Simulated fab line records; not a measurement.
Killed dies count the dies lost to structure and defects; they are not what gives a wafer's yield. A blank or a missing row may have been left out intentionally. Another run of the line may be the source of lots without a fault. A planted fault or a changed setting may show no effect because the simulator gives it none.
fab line records -- flow sky130
record lots=7, wafers=20, last-day=51
route steps=708 shown VT_ADJUST_LVTN@104 VT_ADJUST_NCORE@119 PAD_OPEN@708
lots untouched by any fault: they come from a run of this same line in which no faults occurred
start-h: hours from the record's first day to the start of the lot's first wafer shown -- wait-h: hours since the lot's step before -- " the same as in the row above -- L1.1+2: a single row standing in for several wafers -- - no value, or no start given -- * or withheld: withheld -- < > ~ a bound
route shown NAME@n: names a module that has steps shown in the file, with the first one's number in the route -- usual: mean/standard deviation taken from wafers without a fault -- same: alike in all rows -- chamber/n: place in a boat -- sites: per-site readings -- _std_site: the standard deviation of these -- _edge_site: mean of outer sites minus mean of inner sites -- radius-mm: for every site, how far away it sits from the centre of the wafer -- mask NAME#n: copy n -- behind: the most recent tool/chamber to have shaped the wafer -- hold: what put the lot on hold/how long, in hours/how the hold closed -- device: names the non-switching transistor (n, p or np) -- end of line: tests of these same wafers at the route's end -- for a step that has no rows: nothing shown but its recipe -- killed: the dies lost at the first sort to structure and to defects; this is not the yield of the wafer -- map: shows each die of a wafer: x if killed, . if not, _ if none is there
set.NAME: the setting that was run; set.NAME@STEP: the one run at that earlier step -- model.NAME: the simulator's own value behind a step, which no gauge read
lots at selected steps of the route; one table per step, one row per wafer
services: when a tool's chamber went out of use (start-h, in hours from the record's first day, below 0 if earlier), for how many hours, and the reason
## steps
# step SKY_VT_ADJUST_LVTN_OVL_MEAS_07
# usual VT_ADJUST_LVTN_OVL=2.2/1.4
lot.wafer,tool,chamber,start-h,wait-h,VT_ADJUST_LVTN_OVL[nm]
L542.3,overlay-02,-,189.96,-,2.8
L542.4,overlay-02,-,189.96,-,3.9
L542.6,overlay-02,-,189.96,-,4.0
L543.1,overlay-02,-,200.22,-,2.2
L543.2,overlay-02,-,200.22,-,2.9
L543.5,overlay-02,-,200.22,-,2.0
L553.2,overlay-01,-,264.77,-,1.8
L553.4,overlay-01,-,264.77,-,2.4
L555.2,overlay-02,-,275.86,-,4.7
L555.4,overlay-02,-,275.86,-,2.0
L555.5,overlay-02,-,275.86,-,2.1
L556.1,overlay-01,-,283.15,-,2.1
L556.2,overlay-01,-,283.15,-,1.0
L556.3,overlay-01,-,283.15,-,2.1
L557.3,overlay-01,-,289.71,-,2.0
L557.4,overlay-01,-,289.71,-,1.8
L557.6,overlay-01,-,289.71,-,0.1
L558.1,overlay-01,-,294.85,-,0.8
L558.4,overlay-01,-,294.85,-,-1.5
L558.6,overlay-01,-,294.85,-,1.9
# step SKY_VT_ADJUST_LVTN_IMPLANT_08
# recipe species=B, energy-kev=30, dose-cm2=1.57e+12, tilt-deg=withheld
# step SKY_VT_ADJUST_LVTN_STRIP_09
# recipe chemistry=O2/N2, power-w=1400, pressure-mtorr=1500, platen-temp-c=withheld, o2-flow-sccm=3000, n2-flow-sccm=300, overash-fraction=0.5
# usual drypump-motor-current-A=5.8/0.63, oes-product-au=0.723/0.0053, strip-time-to-endpoint-s=36.97/0.12
lot.wafer,tool,chamber,start-h,wait-h,drypump-motor-current-A,oes-product-au,rf-hours-counter-h,strip-time-to-endpoint-s
L542.3,plasma-asher-04,1,190.17,0.1,6.5,0.729,-,36.79
L542.4,plasma-asher-04,0,190.17,0.1,5.9,0.713,-,36.89
L542.6,plasma-asher-04,1,190.17,0.1,6.5,0.727,-,36.92
L543.1,plasma-asher-04,1,200.41,0.1,6.5,0.726,32,37.16
L543.2,plasma-asher-04,0,200.41,0.1,5.9,0.717,32,37.13
L543.5,plasma-asher-04,1,200.41,0.1,6.5,0.713,-,37.21
L553.2,plasma-asher-04,1,264.95,0.1,6.4,0.728,39,36.93
L553.4,plasma-asher-04,0,264.95,0.1,5.9,0.729,-,36.91
L555.2,plasma-asher-04,0,276.04,0.1,5.9,0.712,40,37.07
L555.4,plasma-asher-04,1,276.04,0.1,6.5,0.734,-,37.06
L555.5,plasma-asher-04,0,276.04,0.1,5.9,0.716,-,36.95
L556.1,plasma-asher-02,1,283.33,0.1,4.7,0.723,62,36.90
L556.2,plasma-asher-02,0,283.33,0.1,6.2,0.736,62,36.83
L556.3,plasma-asher-02,0,283.33,0.1,6.2,0.715,-,36.78
L557.3,plasma-asher-02,0,289.91,0.1,6.2,0.720,-,37.00
L557.4,plasma-asher-02,1,289.91,0.1,4.7,0.730,-,36.99
L557.6,plasma-asher-02,1,289.91,0.1,4.7,0.711,-,36.97
L558.1,plasma-asher-04,0,295.03,0.1,5.9,0.720,42,36.98
L558.4,plasma-asher-04,1,295.03,0.1,6.5,0.718,-,36.98
L558.6,plasma-asher-04,0,295.03,0.1,5.9,0.720,-,36.84
# step SKY_VT_ADJUST_LVTN_TW_MEAS_10
# usual VT_ADJUST_LVTN_TW=243/3.3
lot.wafer,tool,chamber,start-h,wait-h,VT_ADJUST_LVTN_TW
L542.3,film-metro-03,-,190.26,0.1,240
L542.4,film-metro-03,-,190.26,0.1,241
L542.6,film-metro-03,-,190.26,0.1,239
L543.1,film-metro-02,-,200.51,0.1,242
L543.2,film-metro-02,-,200.51,0.1,243
L543.5,film-metro-02,-,200.51,0.1,241
L553.2,film-metro-03,-,265.06,0.1,238
L553.4,film-metro-03,-,265.06,0.1,239
L555.2,film-metro-04,-,276.15,0.1,245
L555.4,film-metro-04,-,276.15,0.1,245
L555.5,film-metro-04,-,276.15,0.1,245
L556.1,film-metro-04,-,283.43,0.1,245
L556.2,film-metro-04,-,283.43,0.1,247
L556.3,film-metro-04,-,283.43,0.1,246
L557.3,film-metro-04,-,290.00,0.1,245
L557.4,film-metro-04,-,290.00,0.1,244
L557.6,film-metro-04,-,290.00,0.1,247
L558.1,film-metro-03,-,295.13,0.1,239
L558.4,film-metro-03,-,295.13,0.1,239
L558.6,film-metro-03,-,295.13,0.1,239
# step SKY_VT_ADJUST_LVTN_DEHYDRATE_11
# recipe temp-c=200, time-s=60
# step SKY_VT_ADJUST_LVTN_HMDS_12
# recipe prime-time-s=60, prime-temp-c=120
# step SKY_VT_ADJUST_LVTN_COAT_13
# recipe resist=NOVOLAK, spin-rpm=3000, resist-thk-nm=1140
# step SKY_VT_ADJUST_LVTN_SOFTBAKE_14
# recipe temp-c=90, time-s=60, resist=NOVOLAK
# step SKY_VT_ADJUST_LVTN_EXPOSE_15
# recipe mask-id=HVN_STD_DERIVED, na=0.6, source-shape=conventional, sigma-outer=0.6, polarization=unpolarized, target-cd-nm=600, dose-mj=163
# step SKY_VT_ADJUST_LVTN_PEB_16
# recipe temp-c=withheld, time-s=*, resist=NOVOLAK
# step SKY_VT_ADJUST_LVTN_DEVELOP_17
# recipe resist=NOVOLAK, developer=TMAH, develop-time-s=60, dev-temp-c=23
# step SKY_VT_ADJUST_LVTN_OVL_MEAS_18
# usual VT_ADJUST_LVTN_01_OVL=0.1/1.3
lot.wafer,tool,chamber,start-h,wait-h,VT_ADJUST_LVTN_01_OVL[nm]
L542.3,overlay-01,-,213.58,0.1,1.2
L542.4,overlay-01,-,213.58,0.1,-1.2
L542.6,overlay-01,-,213.58,0.1,-0.5
L543.1,overlay-01,-,223.45,0.1,-1.7
L543.2,overlay-01,-,223.45,0.1,-1.2
L543.5,overlay-01,-,223.45,0.1,-0.2
L553.2,overlay-01,-,290.60,0.1,-1.0
L553.4,overlay-01,-,290.60,0.1,-1.9
L555.2,overlay-01,-,302.20,0.1,-1.3
L555.4,overlay-01,-,302.20,0.1,0.8
L555.5,overlay-01,-,302.20,0.1,-1.2
L556.1,overlay-02,-,310.60,0.1,0.2
L556.2,overlay-02,-,310.60,0.1,0.4
L556.3,overlay-02,-,310.60,0.1,2.6
L557.3,overlay-01,-,316.83,0.1,1.3
L557.4,overlay-01,-,316.83,0.1,0.6
L557.6,overlay-01,-,316.83,0.1,1.4
L558.1,overlay-02,-,322.65,0.1,2.5
L558.4,overlay-02,-,322.65,0.1,2.4
L558.6,overlay-02,-,322.65,0.1,2.1
# step SKY_VT_ADJUST_LVTN_IMPLANT_19
# recipe species=B, energy-kev=30, dose-cm2=6.5e+11, tilt-deg=withheld
lot.wafer,tool,chamber,start-h,wait-h
L542.3+4+6,implanter-04,0,213.65,0.1
L543.1+2+5,implanter-03,0,223.48,0.0
L553.2+4,implanter-04,0,290.66,0.0
L555.2+4+5,implanter-04,0,302.26,0.0
L556.1+2+3,implanter-04,0,310.63,0.0
L557.3+4+6,implanter-02,0,316.90,0.1
L558.1+4+6,implanter-02,0,322.68,0.0
# step SKY_VT_ADJUST_LVTN_STRIP_20
# recipe chemistry=O2/N2, power-w=1400, pressure-mtorr=1500, platen-temp-c=withheld, o2-flow-sccm=3000, n2-flow-sccm=300, overash-fraction=0.5
# usual drypump-motor-current-A=5.8/0.59, oes-product-au=0.715/0.0046, strip-time-to-endpoint-s=14.19/0.047
lot.wafer,tool,chamber,start-h,wait-h,drypump-motor-current-A,oes-product-au,rf-hours-counter-h,strip-time-to-endpoint-s
L542.3,plasma-asher-04,0,213.78,0.1,5.9,0.711,-,14.16
L542.4,plasma-asher-04,1,213.78,0.1,6.5,0.731,-,14.15
L542.6,plasma-asher-04,0,213.78,0.1,5.9,0.711,-,14.14
L543.1,plasma-asher-03,1,223.63,0.1,6.2,0.714,8,14.27
L543.2,plasma-asher-03,0,223.63,0.1,5.6,0.721,8,14.23
L543.5,plasma-asher-03,0,223.63,0.1,5.6,0.717,-,14.24
L553.2,plasma-asher-03,1,290.78,0.1,6.2,0.715,15,14.18
L553.4,plasma-asher-03,0,290.78,0.1,5.6,0.712,-,14.22
L555.2,plasma-asher-03,0,302.38,0.1,5.6,0.707,16,14.15
L555.4,plasma-asher-03,1,302.38,0.1,6.3,0.720,-,14.20
L555.5,plasma-asher-03,1,302.38,0.1,6.2,0.709,-,14.14
L556.1,plasma-asher-03,0,310.78,0.1,5.6,0.710,17,14.23
L556.2,plasma-asher-03,1,310.78,0.1,6.3,0.702,17,14.18
L556.3,plasma-asher-03,1,310.78,0.1,6.2,0.724,-,14.21
L557.3,plasma-asher-02,0,317.03,0.1,6.2,0.722,-,14.15
L557.4,plasma-asher-02,1,317.03,0.1,4.7,0.719,-,14.17
L557.6,plasma-asher-02,1,317.03,0.1,4.7,0.710,-,14.18
L558.1,plasma-asher-03,0,322.83,0.1,5.6,0.714,18,14.23
L558.4,plasma-asher-03,0,322.83,0.1,5.6,0.713,-,14.25
L558.6,plasma-asher-03,1,322.83,0.1,6.3,0.720,-,14.22
# step SKY_VT_ADJUST_LVTN_TW_MEAS_21
# usual VT_ADJUST_LVTN_2_TW=188.7/2.5
lot.wafer,tool,chamber,start-h,wait-h,VT_ADJUST_LVTN_2_TW
L542.3,film-metro-02,-,213.87,0.1,189.4
L542.4,film-metro-02,-,213.87,0.1,189.5
L542.6,film-metro-02,-,213.87,0.1,188.9
L543.1,film-metro-04,-,223.73,0.1,192.6
L543.2,film-metro-04,-,223.73,0.1,191.7
L543.5,film-metro-04,-,223.73,0.1,193.9
L553.2,film-metro-03,-,290.89,0.1,176.3
L553.4,film-metro-03,-,290.89,0.1,186.5
L555.2,film-metro-03,-,302.49,0.1,176.4
L555.4,film-metro-03,-,302.49,0.1,185.8
L555.5,film-metro-03,-,302.49,0.1,186.4
L556.1,film-metro-03,-,310.88,0.1,185.7
L556.2,film-metro-03,-,310.88,0.1,175.4
L556.3,film-metro-03,-,310.88,0.1,176.1
L557.3,film-metro-04,-,317.12,0.1,191.5
L557.4,film-metro-04,-,317.12,0.1,190.4
L557.6,film-metro-04,-,317.12,0.1,192.2
L558.1,film-metro-02,-,322.93,0.1,190.1
L558.4,film-metro-02,-,322.93,0.1,189.2
L558.6,film-metro-02,-,322.93,0.1,189.4
# step SKY_VT_ADJUST_NCORE_DEHYDRATE_00
# recipe temp-c=200, time-s=60
# step SKY_PAD_OPEN_PROBE_99
# usual killed_at_M0_to_M3=43/7, killed_at_M4_up=3.1/1.5, killed-at-contacts=23/4.9, killed-at-front-end=16/3.9, killed-at-other=0.3/0.52, killed-dies=86/8.2, killed-open=47/6.1, killed-short=38/5.8
# same gross-dies=492, killed-at-back-side=0
lot.wafer,tool,chamber,start-h,wait-h,killed_at_M0_to_M3,killed_at_M4_up,killed-at-contacts,killed-at-front-end,killed-at-other,killed-dies,killed-open,killed-short,model.etest.res-pwell-under-gate.rs-ohm-sq,model.etest.tip_n_5v.rs-ohm-sq-range,model.etest.nfet_16v.body-rise-v,model.etest.nfet-g5v0d10v5.body-rise-v,model.etest.nfet-g5v0d10v5.vt-sat-v,model.etest.nfet-g5v0d10v5.vt-v,model.etest.nfet-g5v0d10v5.vt-v-range,model.etest.nfet-g5v0d10v5.vt-v-rim-less-centre
L542.3,prober-01,-,1153.24,0.2,46,5,23,23,1,98,47,50,2278,41.72,0.6694,0.6682,0.7718,0.8304,0.009932,0.0004429
L542.4,prober-01,-,1153.29,0.2,34,1,18,11,0,64,31,33,2291,39.67,0.6664,0.6666,0.7538,0.8115,0.01257,-0.00607
L542.6,prober-01,-,1153.39,0.2,44,3,18,19,0,84,44,40,2275,27.54,0.6716,0.6712,0.7622,0.8227,0.01398,-0.001316
L543.1,prober-02,-,1164.35,0.1,47,2,12,22,0,83,49,34,2317,24.9,0.6663,0.6674,0.7578,0.8189,0.01319,-0.009164
L543.2,prober-02,-,1164.40,0.1,37,3,28,16,0,84,56,28,2314,47.21,0.6697,0.6713,0.786,0.8441,0.01611,0.004253
L543.5,prober-02,-,1164.55,0.2,49,3,12,17,0,81,34,47,2318,46.38,0.672,0.6732,0.7721,0.8303,0.009733,-0.005294
L553.2,prober-02,-,1208.75,0.1,36,2,25,21,1,85,42,43,-,-,-,-,-,-,-,-
L553.4,prober-02,-,1208.85,0.2,41,4,25,15,0,85,46,39,-,-,-,-,-,-,-,-
L555.2,prober-01,-,1219.60,0.1,52,4,30,12,0,98,65,31,2308,55.56,0.6325,0.6337,0.7409,0.8014,0.03062,0.01158
L555.4,prober-01,-,1219.70,0.2,45,4,22,14,0,85,38,46,2267,44.81,0.6567,0.6547,0.7497,0.8105,0.01389,-0.00119
L555.5,prober-01,-,1219.75,0.2,41,2,28,17,0,88,55,32,2262,24.04,0.6531,0.656,0.7621,0.8202,0.01459,0.003597
L557.3,prober-02,-,1223.25,0.2,34,4,26,19,0,83,40,43,2285,37.2,0.6717,0.6725,0.7727,0.8299,0.01372,-0.001613
L557.4,prober-02,-,1223.30,0.2,46,2,25,14,0,87,48,39,2287,30.63,0.6689,0.6674,0.7513,0.8066,0.02439,-0.004487
L557.6,prober-02,-,1223.40,0.2,48,5,19,10,0,82,40,42,2302,25.63,0.6721,0.6716,0.7735,0.8297,0.01625,-0.00347
L556.1,prober-01,-,1223.84,0.1,42,5,29,13,0,89,53,36,2278,24.84,0.6814,0.6822,0.7658,0.8232,0.01519,-0.007506
L556.2,prober-01,-,1223.89,0.1,39,2,21,18,0,80,48,32,2304,38.5,0.6507,0.6525,0.7414,0.8064,0.03151,0.006311
L556.3,prober-01,-,1223.94,0.2,45,6,25,16,0,92,50,42,2320,40.26,0.6489,0.6465,0.7399,0.8014,0.02255,0.006196
L558.1,prober-02,-,1225.41,0.1,44,2,23,14,0,83,43,40,2309,29.3,0.6844,0.6853,0.7831,0.8415,0.01523,0.005896
L558.4,prober-02,-,1225.56,0.2,35,2,28,13,2,80,44,36,2314,36.32,0.686,0.6859,0.7788,0.8324,0.01039,-0.001395
L558.6,prober-02,-,1225.66,0.2,43,5,29,10,0,87,49,38,2309,37.19,0.6836,0.6839,0.7911,0.8481,0.01228,0.001576
# killed by level:class
L542.3 VIA1:geometric-particle:open=12 CONTACT:geometric-particle:open=9 POLY_GATE:geometric-particle:short=8 CONTACT:geometric-particle:short=7 POLY_GATE:geometric-particle:open=6 METAL1:geometric-particle:short=6 VIA1:geometric-particle:short=6 METAL2:geometric-particle:short=5
L542.4 VIA1:geometric-particle:open=7 FIELD_ISO:geometric-particle:short=5 LI_CONTACT:geometric-particle:open=5 CONTACT:geometric-particle:open=5 CONTACT:geometric-particle:short=4 METAL1:geometric-particle:short=4 VIA1:geometric-particle:short=4 METAL2:geometric-particle:short=4
L542.6 VIA1:geometric-particle:open=11 CONTACT:geometric-particle:open=10 METAL1:geometric-particle:short=7 FIELD_ISO:geometric-particle:short=6 FIELD_ISO:geometric-particle:open=5 LOCAL_INTERCONNECT:geometric-particle:short=4 VIA2:geometric-particle:short=4 VIA2:geometric-particle:open=4
L543.1 VIA1:geometric-particle:open=10 VIA3:geometric-particle:open=9 FIELD_ISO:geometric-particle:open=8 CONTACT:geometric-particle:open=7 FIELD_ISO:geometric-particle:short=6 METAL1:geometric-particle:short=6 VIA1:geometric-particle:short=5 CONTACT:geometric-particle:short=3
L543.2 VIA1:geometric-particle:open=14 CONTACT:geometric-particle:open=12 LI_CONTACT:geometric-particle:open=8 FIELD_ISO:geometric-particle:open=5 POLY_GATE:geometric-particle:open=5 VIA2:geometric-particle:open=5 CONTACT:geometric-particle:short=4 VIA1:geometric-particle:short=4
L543.5 METAL1:geometric-particle:short=11 VIA1:geometric-particle:open=9 VIA3:geometric-particle:open=6 FIELD_ISO:geometric-particle:short=5 METAL2:geometric-particle:short=5 VIA1:geometric-particle:short=5 POLY_GATE:geometric-particle:short=4 POLY_GATE:geometric-particle:open=4
L553.2 VIA2:geometric-particle:open=7 POLY_GATE:geometric-particle:short=6 CONTACT:geometric-particle:open=6 VIA3:geometric-particle:open=6 VIA1:geometric-particle:open=6 POLY_GATE:geometric-particle:open=5 LI_CONTACT:geometric-particle:open=5 METAL2:geometric-particle:short=5
L553.4 CONTACT:geometric-particle:open=9 VIA2:geometric-particle:open=9 VIA1:geometric-particle:open=7 VIA3:geometric-particle:open=7 LOCAL_INTERCONNECT:geometric-particle:short=6 METAL1:geometric-particle:short=5 FIELD_ISO:geometric-particle:open=4 LI_CONTACT:geometric-particle:open=4
L555.2 VIA2:geometric-particle:open=13 CONTACT:geometric-particle:open=11 VIA1:geometric-particle:open=11 LI_CONTACT:geometric-particle:open=8 VIA3:geometric-particle:open=8 CONTACT:geometric-particle:short=7 METAL1:geometric-particle:short=6 METAL1:geometric-particle:open=4
L555.4 LOCAL_INTERCONNECT:geometric-particle:short=9 VIA3:geometric-particle:open=8 FIELD_ISO:geometric-particle:open=7 VIA1:geometric-particle:open=7 METAL1:geometric-particle:short=6 CONTACT:geometric-particle:open=5 VIA1:geometric-particle:short=5 VIA2:geometric-particle:short=5
L555.5 CONTACT:geometric-particle:open=13 VIA3:geometric-particle:open=9 VIA1:geometric-particle:open=9 FIELD_ISO:geometric-particle:short=7 LI_CONTACT:geometric-particle:open=7 FIELD_ISO:geometric-particle:open=5 METAL2:geometric-particle:short=5 VIA2:geometric-particle:open=5
L557.3 CONTACT:geometric-particle:open=11 METAL1:geometric-particle:short=8 LI_CONTACT:geometric-particle:open=6 LOCAL_INTERCONNECT:geometric-particle:short=6 METAL2:geometric-particle:short=5 POLY_GATE:geometric-particle:open=4 POLY_GATE:geometric-particle:short=4 VIA1:geometric-particle:open=4
L557.4 VIA1:geometric-particle:open=11 CONTACT:geometric-particle:open=9 METAL2:geometric-particle:short=7 LI_CONTACT:geometric-particle:open=6 CONTACT:geometric-particle:short=5 METAL1:geometric-particle:short=5 METAL3:geometric-particle:short=5 FIELD_ISO:geometric-particle:open=4
L557.6 VIA1:geometric-particle:open=14 METAL1:geometric-particle:short=10 LI_CONTACT:geometric-particle:open=7 CONTACT:geometric-particle:short=5 METAL4:geometric-particle:short=5 VIA1:geometric-particle:short=4 CONTACT:geometric-particle:open=4 VIA3:geometric-particle:open=4
L556.1 LI_CONTACT:geometric-particle:open=10 VIA1:geometric-particle:open=10 CONTACT:geometric-particle:open=9 VIA2:geometric-particle:open=8 FIELD_ISO:geometric-particle:short=6 METAL2:geometric-particle:short=6 CONTACT:geometric-particle:short=4 METAL4:geometric-particle:short=4
L556.2 VIA1:geometric-particle:open=11 CONTACT:geometric-particle:open=10 VIA1:geometric-particle:short=7 METAL2:geometric-particle:short=7 FIELD_ISO:geometric-particle:short=5 POLY_GATE:geometric-particle:open=5 LI_CONTACT:geometric-particle:open=5 VIA2:geometric-particle:open=5
L556.3 VIA1:geometric-particle:open=14 LI_CONTACT:geometric-particle:open=9 METAL4:geometric-particle:short=6 FIELD_ISO:geometric-particle:open=5 CONTACT:geometric-particle:short=5 VIA1:geometric-particle:short=5 VIA2:geometric-particle:open=4 CONTACT:geometric-particle:open=4
L558.1 VIA1:geometric-particle:open=15 LI_CONTACT:geometric-particle:open=7 LOCAL_INTERCONNECT:geometric-particle:short=5 CONTACT:geometric-particle:open=5 VIA1:geometric-particle:short=5 VIA2:geometric-particle:open=5 METAL2:geometric-particle:short=5 LI_CONTACT:geometric-particle:short=4
L558.4 CONTACT:geometric-particle:open=11 LI_CONTACT:geometric-particle:open=9 METAL1:geometric-particle:short=6 VIA1:geometric-particle:short=6 VIA1:geometric-particle:open=5 VIA2:geometric-particle:open=5 VIA3:geometric-particle:open=5 FIELD_ISO:geometric-particle:short=3
L558.6 CONTACT:geometric-particle:open=11 VIA1:geometric-particle:open=9 VIA2:geometric-particle:open=7 VIA1:geometric-particle:short=6 LI_CONTACT:geometric-particle:open=6 CONTACT:geometric-particle:short=6 VIA3:geometric-particle:open=5 METAL2:geometric-particle:short=5
## services
tool,chamber,start-h,hours,kind
plasma-asher-04,-,167.23,3.3,pm
plasma-asher-03,-,182.87,28.1,pm
plasma-asher-02,-,187.87,1.0,repair
implanter-02,-,275.43,17.3,repair
implanter-03,-,277.05,3.2,repair
plasma-asher-03,-,285.26,1.2,repair
plasma-asher-04,-,300.29,2.8,pm
## key
first-sign step=SKY_VT_ADJUST_LVTN_TW_MEAS_21, reading=VT_ADJUST_LVTN_2_TW, direction=down, sigmas=5, usual=188.7, struck=176.1
effect none on later readings
model-effect step=SKY_PAD_OPEN_PROBE_99, value=etest.res-pwell-under-gate.rs-ohm-sq, without=2277, struck=2311
met-at SKY_VT_ADJUST_LVTN_IMPLANT_19
struck-wafers L553.2,L555.2,L556.2,L556.3
tester-left-out L553,L555,L556
onset-between 213.65 290.66
fault kind=process-parameter-drift, tool=implanter-04, chamber=-, onset-h=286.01, steps=SKY_VT_ADJUST_LVTN_IMPLANT_19, channel=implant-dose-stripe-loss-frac, offset=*, shape=step, end-h=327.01, scope=struck-wafers-only
# tester-left-out: of these lots the tester's yield and bins aren't shown, on N5 and GAA mostly nor the transistor test; their killed dies are dies lost to structure and defects alone, not to doping, threshold or leakage, so they don't give the yield
